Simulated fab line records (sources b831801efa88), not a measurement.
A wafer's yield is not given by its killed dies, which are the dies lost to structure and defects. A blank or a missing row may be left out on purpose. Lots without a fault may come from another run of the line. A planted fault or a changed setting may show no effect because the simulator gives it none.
fab line records	flow gf180mcu
record: lots: 24	wafers: 72	last-day: 34
route steps=602 shown V1@349 M2@367 V4@493 MIM@507 TOP_METAL@582
lots that met no fault: taken from a fault-free run of the same line
start-h: start of the lot's first displayed wafer, in hours after the record's first day	wait-h: hours from the lot's prior step to this one	" identical to the entry in the row above	L1.1+2: a single row standing in for several wafers	- no value, or no start was given	* or withheld: withheld	< > ~ a bound
route shown NAME@n: a module of which the file shows steps, and the number in the route of the first	usual: mean/standard deviation taken from wafers without a fault	same: alike in all rows	chamber/n: place in a boat	sites: per-site readings	_std_site: the values' standard deviation	_edge_site: mean of outer sites minus mean of inner sites	radius-mm: for every site, how far away it sits from the centre of the wafer	mask NAME#n: copy n	behind: tool/chamber where the wafer was last shaped	hold: reason for holding the lot/hours on hold/outcome of the hold	device: names the non-switching transistor (n, p or np)	end of line: the tests these same wafers got at the end of their route	for a step that has no rows: nothing shown but its recipe	killed: the dies lost at the first sort to structure and to defects; this is not the yield of the wafer	map: a wafer's dies, x killed, . not, _ none there
set.NAME: the setting that was run; set.NAME@STEP: the one run at that earlier step	model.NAME: the simulator's own value behind a step, which no gauge read
steps of the route over a sample of lots; a table a step, a row a wafer
services: the hour from which a tool's chamber was out of use, counted from the record's first day as start-h (under 0 if before that day), plus the number of hours and why
== steps ==
step: GF_V1_CD_MEAS_14
recipe: target-cd-nm: 260
usual: cd-nm: 260.2/1.2
lot.wafer	tool	chamber	start-h	wait-h	cd-nm
L074.3	cd-sem-01	-	411.08	0.1	259.1
L074.5	"	-	"	"	259.1
L074.6	"	-	"	"	259.4
L075.3	cd-sem-01	-	423.62	0.1	260.2
L075.4	"	-	"	"	259.6
L075.5	"	-	"	"	260.5
L076.1	cd-sem-02	-	434.18	0.1	256.9
L076.5	"	-	"	"	257.0
L076.6	"	-	"	"	257.6
L077.1	cd-sem-01	-	438.84	0.1	262.6
L077.5	"	-	"	"	261.2
L077.6	"	-	"	"	261.4
L078.1	cd-sem-01	-	445.54	0.1	259.2
L078.3	"	-	"	"	259.3
L078.4	"	-	"	"	259.7
L079.1	cd-sem-02	-	455.69	0.1	259.1
L079.4	"	-	"	"	258.7
L079.5	"	-	"	"	259.5
L080.1	cd-sem-01	-	466.84	0.1	261.0
L080.5	"	-	"	"	261.9
L080.6	"	-	"	"	261.3
L081.1	cd-sem-02	-	470.89	0.1	260.9
L081.4	"	-	"	"	260.6
L081.6	"	-	"	"	260.3
L082.4	cd-sem-01	-	485.35	0.1	260.4
L082.5	"	-	"	"	260.6
L082.6	"	-	"	"	260.8
L083.1	cd-sem-02	-	492.19	0.1	260.5
L083.2	"	-	"	"	260.8
L083.5	"	-	"	"	260.4
L084.1	cd-sem-02	-	503.84	0.1	261.3
L084.3	"	-	"	"	260.8
L084.6	"	-	"	"	261.7
L085.1	cd-sem-02	-	510.29	0.1	260.8
L085.4	"	-	"	"	261.4
L085.6	"	-	"	"	260.8
L086.3	cd-sem-02	-	525.52	0.1	259.8
L086.5	"	-	"	"	259.9
L086.6	"	-	"	"	261.5
L087.1	cd-sem-02	-	528.79	0.1	260.7
L087.3	"	-	"	"	260.6
L087.4	"	-	"	"	259.3
L088.1	cd-sem-02	-	535.98	0.1	258.0
L088.2	"	-	"	"	258.4
L088.3	"	-	"	"	258.8
L089.1	cd-sem-02	-	545.29	0.1	259.1
L089.2	"	-	"	"	259.8
L089.5	"	-	"	"	259.4
L090.2	cd-sem-02	-	551.81	0.1	262.0
L090.3	"	-	"	"	261.3
L090.5	"	-	"	"	262.6
L091.4	cd-sem-01	-	560.65	0.1	259.9
L091.5	"	-	"	"	260.9
L091.6	"	-	"	"	259.7
L092.2	cd-sem-01	-	567.41	0.1	261.4
L092.3	"	-	"	"	261.1
L092.6	"	-	"	"	261.2
L093.3	cd-sem-02	-	577.47	0.1	260.5
L093.4	"	-	"	"	258.3
L093.6	"	-	"	"	259.5
L094.3	cd-sem-02	-	585.07	0.1	260.5
L094.4	"	-	"	"	258.9
L094.6	"	-	"	"	260.8
L095.3	cd-sem-02	-	592.73	0.1	258.7
L095.4	"	-	"	"	258.9
L095.5	"	-	"	"	258.9
L096.2	cd-sem-01	-	595.30	0.1	260.3
L096.3	"	-	"	"	259.4
L096.6	"	-	"	"	260.4
L097.2	cd-sem-02	-	603.31	0.1	262.0
L097.4	"	-	"	"	262.1
L097.6	"	-	"	"	261.2
step: GF_V1_SPUTTER_21
recipe: material: Ti	target-thk-nm: 15	chamber-pressure-pa: 5	power-w: 2500	substrate-temp-c: 200	time-s: 80.02
usual: throttle-valve-pct: 30.0/0.74
lot.wafer	tool	chamber	start-h	wait-h	throttle-valve-pct
L074.3	pvd-sputter-04	-	411.89	0.0	29.8
L074.5	"	-	"	"	30.4
L074.6	"	-	"	"	30.5
L075.3	pvd-sputter-01	-	424.40	0.0	29.6
L075.4	"	-	"	"	29.5
L075.5	"	-	"	"	29.6
L076.1	pvd-sputter-01	-	435.00	0.0	30.9
L076.5	"	-	"	"	31.1
L076.6	"	-	"	"	29.6
L077.1	pvd-sputter-04	-	439.69	0.0	30.6
L077.5	"	-	"	"	30.2
L077.6	"	-	"	"	29.5
L078.1	pvd-sputter-01	-	446.37	0.0	31.0
L078.3	"	-	"	"	29.3
L078.4	"	-	"	"	29.9
L079.1	pvd-sputter-04	-	456.52	0.0	29.4
L079.4	"	-	"	"	30.0
L079.5	"	-	"	"	29.5
L080.1	pvd-sputter-01	-	467.71	0.0	29.3
L080.5	"	-	"	"	29.5
L080.6	"	-	"	"	29.3
L081.1	pvd-sputter-04	-	471.71	0.0	30.1
L081.4	"	-	"	"	29.4
L081.6	"	-	"	"	30.3
L082.4	pvd-sputter-04	-	486.11	0.0	30.1
L082.5	"	-	"	"	29.8
L082.6	"	-	"	"	30.0
L083.1	pvd-sputter-02	-	493.06	0.0	29.5
L083.2	"	-	"	"	29.4
L083.5	"	-	"	"	29.4
L084.1	pvd-sputter-04	-	504.70	0.0	30.2
L084.3	"	-	"	"	29.6
L084.6	"	-	"	"	29.9
L085.1	pvd-sputter-02	-	511.13	0.0	29.3
L085.4	"	-	"	"	32.6
L085.6	"	-	"	"	29.4
L086.3	pvd-sputter-01	-	526.33	0.0	29.7
L086.5	"	-	"	"	29.5
L086.6	"	-	"	"	29.3
L087.1	pvd-sputter-01	-	529.64	0.0	30.9
L087.3	"	-	"	"	29.2
L087.4	"	-	"	"	29.8
L088.1	pvd-sputter-04	-	536.86	0.0	30.0
L088.2	"	-	"	"	30.1
L088.3	"	-	"	"	30.4
L089.1	pvd-sputter-04	-	546.12	0.0	29.4
L089.2	"	-	"	"	30.0
L089.5	"	-	"	"	29.7
L090.2	pvd-sputter-04	-	552.61	0.0	30.2
L090.3	"	-	"	"	29.5
L090.5	"	-	"	"	29.4
L091.4	pvd-sputter-04	-	561.44	0.0	30.4
L091.5	"	-	"	"	29.9
L091.6	"	-	"	"	29.2
L092.2	pvd-sputter-04	-	568.21	0.0	29.4
L092.3	"	-	"	"	29.6
L092.6	"	-	"	"	30.3
L093.3	pvd-sputter-01	-	578.35	0.0	29.6
L093.4	"	-	"	"	31.1
L093.6	"	-	"	"	29.4
L094.3	pvd-sputter-02	-	585.84	0.0	29.6
L094.4	"	-	"	"	32.6
L094.6	"	-	"	"	29.9
L095.3	pvd-sputter-01	-	593.52	0.0	31.0
L095.4	"	-	"	"	31.3
L095.5	"	-	"	"	29.9
L096.2	pvd-sputter-02	-	596.09	0.0	30.3
L096.3	"	-	"	"	32.6
L096.6	"	-	"	"	32.6
L097.2	pvd-sputter-04	-	604.11	0.0	30.1
L097.4	"	-	"	"	30.3
L097.6	"	-	"	"	29.3
step: GF_M2_RS_MEAS_05
recipe: thk-meas-gauge: four-point-probe	reads: TiN_of_M2_SPUTTER_04+Ti_of_M2_SPUTTER_03+AlCu_of_M2_SPUTTER_02+TiN_of_M2_SPUTTER_01+Ti_of_M2_SPUTTER_00
usual: M2_ALCU_RS: 0.0695/0.0009
lot.wafer	tool	chamber	start-h	wait-h	M2_ALCU_RS[ohm/sq]
L074.3	film-metro-03	-	413.05	0.1	0.0698
L074.5	"	-	"	"	0.0698
L074.6	"	-	"	"	0.0700
L075.3	film-metro-03	-	425.36	0.1	0.0710
L075.4	"	-	"	"	0.0706
L075.5	"	-	"	"	0.0705
L076.1	film-metro-04	-	435.91	0.0	0.0694
L076.5	"	-	"	"	0.0697
L076.6	"	-	"	"	0.0701
L077.1	film-metro-04	-	440.60	0.0	0.0693
L077.5	"	-	"	"	0.0689
L077.6	"	-	"	"	0.0698
L078.1	film-metro-02	-	447.28	0.0	0.0700
L078.3	"	-	"	"	0.0699
L078.4	"	-	"	"	0.0683
L079.1	film-metro-04	-	457.56	0.0	0.0698
L079.4	"	-	"	"	0.0702
L079.5	"	-	"	"	0.0692
L080.1	film-metro-03	-	468.84	0.0	0.0691
L080.5	"	-	"	"	0.0701
L080.6	"	-	"	"	0.0685
L081.1	film-metro-03	-	472.62	0.0	0.0697
L081.4	"	-	"	"	0.0705
L081.6	"	-	"	"	0.0708
L082.4	film-metro-02	-	487.08	0.1	0.0694
L082.5	"	-	"	"	0.0692
L082.6	"	-	"	"	0.0691
L083.1	film-metro-04	-	494.10	0.0	0.0697
L083.2	"	-	"	"	0.0706
L083.5	"	-	"	"	0.0693
L084.1	film-metro-02	-	505.61	0.0	0.0691
L084.3	"	-	"	"	0.0697
L084.6	"	-	"	"	0.0693
L085.1	film-metro-04	-	512.04	0.0	0.0722
L085.4	"	-	"	"	0.0709
L085.6	"	-	"	"	0.0706
L086.3	film-metro-04	-	527.28	0.1	0.0701
L086.5	"	-	"	"	0.0684
L086.6	"	-	"	"	0.0698
L087.1	film-metro-03	-	530.55	0.0	0.0693
L087.3	"	-	"	"	0.0685
L087.4	"	-	"	"	0.0672
L088.1	film-metro-03	-	537.77	0.0	0.0705
L088.2	"	-	"	"	0.0695
L088.3	"	-	"	"	0.0689
L089.1	film-metro-02	-	547.03	0.0	0.0709
L089.2	"	-	"	"	0.0700
L089.5	"	-	"	"	0.0709
L090.2	film-metro-02	-	553.55	0.0	0.0706
L090.3	"	-	"	"	0.0713
L090.5	"	-	"	"	0.0696
L091.4	film-metro-04	-	562.38	0.1	0.0693
L091.5	"	-	"	"	0.0697
L091.6	"	-	"	"	0.0691
L092.2	film-metro-04	-	569.43	0.0	0.0698
L092.3	"	-	"	"	0.0701
L092.6	"	-	"	"	0.0693
L093.3	film-metro-03	-	579.31	0.1	0.0709
L093.4	"	-	"	"	0.0690
L093.6	"	-	"	"	0.0691
L094.3	film-metro-02	-	586.80	0.1	0.0687
L094.4	"	-	"	"	0.0681
L094.6	"	-	"	"	0.0698
L095.3	film-metro-02	-	594.47	0.1	0.0712
L095.4	"	-	"	"	0.0701
L095.5	"	-	"	"	0.0705
L096.2	film-metro-03	-	597.03	0.0	0.0707
L096.3	"	-	"	"	0.0693
L096.6	"	-	"	"	0.0689
L097.2	film-metro-03	-	605.04	0.0	0.0672
L097.4	"	-	"	"	0.0681
L097.6	"	-	"	"	0.0678
step: GF_V4_ETCH_17
recipe: chemistry: C4F8/O2/Ar	mask-material: KrF	target: SiO2	stop-on: TiN	source-w: 1500	bias-w: 1200	pressure-mtorr: 40	c4f8-flow-sccm: withheld	O2_flow_sccm: 6	Ar_flow_sccm: 300	time-s: withheld	target-depth-a: 6300
usual: oes-product-au: 0.856/0.0044
lot.wafer	tool	chamber	start-h	wait-h	oes-product-au
L074.3	rie-diel-01	2	-	-	0.848
L074.5	"	3	"	"	0.858
L074.6	"	2	"	"	0.855
L075.3	rie-diel-04	1	-	-	0.857
L075.4	"	0	"	"	0.857
L075.5	"	2	"	"	0.862
L076.1	rie-diel-02	1	-	-	0.851
L076.5	"	0	"	"	0.859
L076.6	"	1	"	"	0.859
L077.1	rie-diel-01	2	-	-	0.856
L077.5	"	2	"	"	0.855
L077.6	"	3	"	"	0.860
L078.1	rie-diel-04	2	-	-	0.862
L078.3	"	0	"	"	0.856
L078.4	"	2	"	"	0.857
L079.1	rie-diel-04	1	-	-	0.858
L079.4	"	2	"	"	0.845
L079.5	"	1	"	"	0.853
L080.1	rie-diel-04	2	-	-	0.859
L080.5	"	1	"	"	0.854
L080.6	"	2	"	"	0.854
L081.1	rie-diel-02	0	-	-	0.857
L081.4	"	1	"	"	0.845
L081.6	"	2	"	"	0.864
L082.4	rie-diel-01	0	-	-	0.859
L082.5	"	0	"	"	0.852
L082.6	"	1	"	"	0.850
L083.1	rie-diel-02	0	-	-	0.854
L083.2	"	1	"	"	0.860
L083.5	"	2	"	"	0.858
L084.1	rie-diel-02	2	-	-	0.860
L084.3	"	1	"	"	0.855
L084.6	"	0	"	"	0.858
L085.1	rie-diel-01	1	-	-	0.860
L085.4	"	0	"	"	0.850
L085.6	"	0	"	"	0.856
L086.3	rie-diel-01	3	-	-	0.856
L086.5	"	1	"	"	0.854
L086.6	"	0	"	"	0.857
L087.1	rie-diel-02	0	-	-	0.862
L087.3	"	2	"	"	0.847
L087.4	"	3	"	"	0.861
L088.1	rie-diel-01	3	-	-	0.859
L088.2	"	2	"	"	0.850
L088.3	"	0	"	"	0.850
L089.1	rie-diel-02	3	-	-	0.856
L089.2	"	1	"	"	0.856
L089.5	"	0	"	"	0.855
L090.2	rie-diel-02	0	-	-	0.855
L090.3	"	3	"	"	0.863
L090.5	"	1	"	"	0.858
L091.4	rie-diel-04	2	-	-	0.854
L091.5	"	1	"	"	0.859
L091.6	"	0	"	"	0.851
L092.2	rie-diel-02	0	-	-	0.851
L092.3	"	1	"	"	0.855
L092.6	"	1	"	"	0.853
L093.3	rie-diel-01	1	-	-	0.865
L093.4	"	3	"	"	0.856
L093.6	"	3	"	"	0.856
L094.3	rie-diel-04	0	-	-	0.861
L094.4	"	3	"	"	0.853
L094.6	"	0	"	"	0.853
L095.3	rie-diel-02	2	-	-	0.860
L095.4	"	1	"	"	0.860
L095.5	"	0	"	"	0.854
L096.2	rie-diel-04	2	-	-	0.856
L096.3	"	3	"	"	0.856
L096.6	"	3	"	"	0.863
L097.2	rie-diel-01	1	-	-	0.853
L097.4	"	0	"	"	0.858
L097.6	"	0	"	"	0.862
step: GF_MIM_SPUTTER_04
recipe: material: TiN	target-thk-nm: 50	power-w: 6500	time-s: 41.7	chamber-pressure-pa: 0.4
usual: throttle-valve-pct: 29.9/0.57
lot.wafer	tool	chamber	start-h	wait-h	throttle-valve-pct
L074.3	pvd-sputter-04	-	563.48	0.0	29.4
L074.5	"	-	"	"	29.8
L074.6	"	-	"	"	29.2
L075.3	pvd-sputter-01	-	576.55	0.0	31.2
L075.4	"	-	"	"	29.4
L075.5	"	-	"	"	29.7
L076.1	pvd-sputter-03	-	585.13	0.0	29.0
L076.5	"	-	"	"	28.9
L076.6	"	-	"	"	30.2
L077.1	pvd-sputter-03	-	588.19	0.0	28.9
L077.5	"	-	"	"	29.9
L077.6	"	-	"	"	28.8
L078.1	pvd-sputter-01	-	594.12	0.0	29.4
L078.3	"	-	"	"	30.9
L078.4	"	-	"	"	29.3
L079.1	pvd-sputter-03	-	603.50	0.0	29.5
L079.4	"	-	"	"	30.1
L079.5	"	-	"	"	30.0
L080.1	pvd-sputter-04	-	613.86	0.0	30.3
L080.5	"	-	"	"	30.3
L080.6	"	-	"	"	30.2
L081.1	pvd-sputter-04	-	615.75	0.0	30.3
L081.4	"	-	"	"	30.2
L081.6	"	-	"	"	29.2
L082.4	pvd-sputter-01	-	629.92	0.0	29.5
L082.5	"	-	"	"	31.1
L082.6	"	-	"	"	29.5
L083.1	pvd-sputter-01	-	635.16	0.0	29.4
L083.2	"	-	"	"	29.7
L083.5	"	-	"	"	29.7
L084.1	pvd-sputter-04	-	644.53	0.0	29.6
L084.3	"	-	"	"	30.2
L084.6	"	-	"	"	30.0
L085.1	pvd-sputter-01	-	649.78	0.0	29.5
L085.4	"	-	"	"	29.5
L085.6	"	-	"	"	31.2
L086.3	pvd-sputter-03	-	662.34	0.0	29.9
L086.5	"	-	"	"	29.0
L086.6	"	-	"	"	29.8
L087.1	pvd-sputter-01	-	667.92	0.0	29.7
L087.3	"	-	"	"	29.3
L087.4	"	-	"	"	29.3
L088.1	pvd-sputter-01	-	673.84	0.0	30.9
L088.2	"	-	"	"	29.6
L088.3	"	-	"	"	29.4
L089.1	pvd-sputter-04	-	680.33	0.0	29.5
L089.2	"	-	"	"	30.3
L089.5	"	-	"	"	29.4
L090.2	pvd-sputter-03	-	686.55	0.0	30.0
L090.3	"	-	"	"	29.8
L090.5	"	-	"	"	29.6
L091.4	pvd-sputter-04	-	694.54	0.0	29.2
L091.5	"	-	"	"	29.4
L091.6	"	-	"	"	30.2
L092.2	pvd-sputter-01	-	699.79	0.0	29.8
L092.3	"	-	"	"	29.7
L092.6	"	-	"	"	29.8
L093.3	pvd-sputter-01	-	708.04	0.0	29.0
L093.4	"	-	"	"	29.5
L093.6	"	-	"	"	29.4
L094.3	pvd-sputter-03	-	714.68	0.0	29.9
L094.4	"	-	"	"	29.5
L094.6	"	-	"	"	29.5
L095.3	pvd-sputter-03	-	721.49	0.0	29.2
L095.4	"	-	"	"	30.0
L095.5	"	-	"	"	29.6
L096.2	pvd-sputter-01	-	722.73	0.0	29.2
L096.3	"	-	"	"	30.9
L096.6	"	-	"	"	29.7
L097.2	pvd-sputter-04	-	730.25	0.0	30.1
L097.4	"	-	"	"	30.1
L097.6	"	-	"	"	30.0
step: GF_TOP_METAL_OVL_MEAS_15
usual: TOP_METAL_OVL: 0.1/1.1
lot.wafer	tool	chamber	start-h	wait-h	TOP_METAL_OVL[nm]
L074.3	overlay-02	-	650.61	0.1	-0.4
L074.5	"	-	"	"	-0.1
L074.6	"	-	"	"	0.2
L075.3	overlay-02	-	661.42	0.1	0.6
L075.4	"	-	"	"	-0.1
L075.5	"	-	"	"	-0.6
L076.1	overlay-02	-	669.99	0.1	1.3
L076.5	"	-	"	"	2.5
L076.6	"	-	"	"	-1.2
L077.1	overlay-01	-	672.81	0.1	-0.6
L077.5	"	-	"	"	-0.4
L077.6	"	-	"	"	-0.4
L078.1	overlay-02	-	677.16	0.1	1.7
L078.3	"	-	"	"	-0.2
L078.4	"	-	"	"	0.7
L079.1	overlay-01	-	685.94	0.1	0.1
L079.4	"	-	"	"	2.1
L079.5	"	-	"	"	-0.6
L080.1	overlay-02	-	696.79	0.1	0.7
L080.5	"	-	"	"	-0.7
L080.6	"	-	"	"	0.7
L081.1	overlay-02	-	698.39	0.1	-1.3
L081.4	"	-	"	"	0.3
L081.6	"	-	"	"	-0.3
L082.4	overlay-02	-	710.13	0.1	0.2
L082.5	"	-	"	"	-0.3
L082.6	"	-	"	"	-0.2
L083.1	overlay-01	-	715.54	0.1	1.0
L083.2	"	-	"	"	0.9
L083.5	"	-	"	"	-1.1
L084.1	overlay-01	-	723.41	0.1	-0.5
L084.3	"	-	"	"	1.3
L084.6	"	-	"	"	0.4
L085.1	overlay-02	-	727.21	0.1	-2.7
L085.4	"	-	"	"	-1.9
L085.6	"	-	"	"	-3.5
L086.3	overlay-02	-	739.21	0.1	1.2
L086.5	"	-	"	"	1.2
L086.6	"	-	"	"	0.8
L087.1	overlay-02	-	744.09	0.1	0.9
L087.3	"	-	"	"	-0.4
L087.4	"	-	"	"	-0.8
L088.1	overlay-01	-	749.41	0.1	1.5
L088.2	"	-	"	"	-0.4
L088.3	"	-	"	"	-0.6
L089.1	overlay-02	-	756.31	0.1	0.2
L089.2	"	-	"	"	-0.1
L089.5	"	-	"	"	0.4
L090.2	overlay-01	-	760.66	0.1	0.3
L090.3	"	-	"	"	-0.4
L090.5	"	-	"	"	0.0
L091.4	overlay-01	-	768.18	0.1	1.6
L091.5	"	-	"	"	1.3
L091.6	"	-	"	"	0.9
L092.2	overlay-02	-	771.52	0.1	-1.1
L092.3	"	-	"	"	-1.5
L092.6	"	-	"	"	-0.7
L093.3	overlay-01	-	778.68	0.1	1.0
L093.4	"	-	"	"	-1.1
L093.6	"	-	"	"	-0.6
L094.3	overlay-01	-	784.77	0.1	1.9
L094.4	"	-	"	"	0.7
L094.6	"	-	"	"	-0.8
L095.3	overlay-02	-	789.83	0.1	1.2
L095.4	"	-	"	"	0.1
L095.5	"	-	"	"	-1.0
L096.2	overlay-02	-	792.22	0.1	-0.4
L096.3	"	-	"	"	-0.2
L096.6	"	-	"	"	0.4
L097.2	overlay-02	-	797.91	0.1	0.7
L097.4	"	-	"	"	0.0
L097.6	"	-	"	"	1.0
== services ==
tool	chamber	start-h	hours	kind
pvd-sputter-01	-	438.59	1.9	repair
rie-diel-01	2	446.19	1.3	repair
pvd-sputter-03	-	453.78	8.7	repair
rie-diel-04	2	500.94	62.1	repair
rie-diel-04	0	507.89	3.3	repair
rie-diel-04	1	510.59	14.2	repair
rie-diel-02	0	513.24	22.5	repair
pvd-sputter-02	-	528.37	8.7	repair
rie-diel-01	0	537.78	24.3	repair
pvd-sputter-03	-	541.97	1.4	repair
rie-diel-01	1	557.90	7.4	repair
rie-diel-01	-	558.01	0.7	repair
pvd-sputter-03	-	560.40	1.4	repair
pvd-sputter-02	-	568.85	2.3	repair
rie-diel-04	3	576.60	38.2	repair
rie-diel-04	1	603.61	5.2	repair
rie-diel-04	2	613.78	9.9	repair
rie-diel-01	-	651.25	2.3	repair
rie-diel-02	0	655.72	4.3	repair
pvd-sputter-04	-	672.20	1.4	repair
rie-diel-01	1	686.61	16.5	repair
rie-diel-02	-	692.37	2.8	pm
rie-diel-01	0	699.53	2.0	repair
pvd-sputter-04	-	724.92	1.2	repair
== key ==
fault none
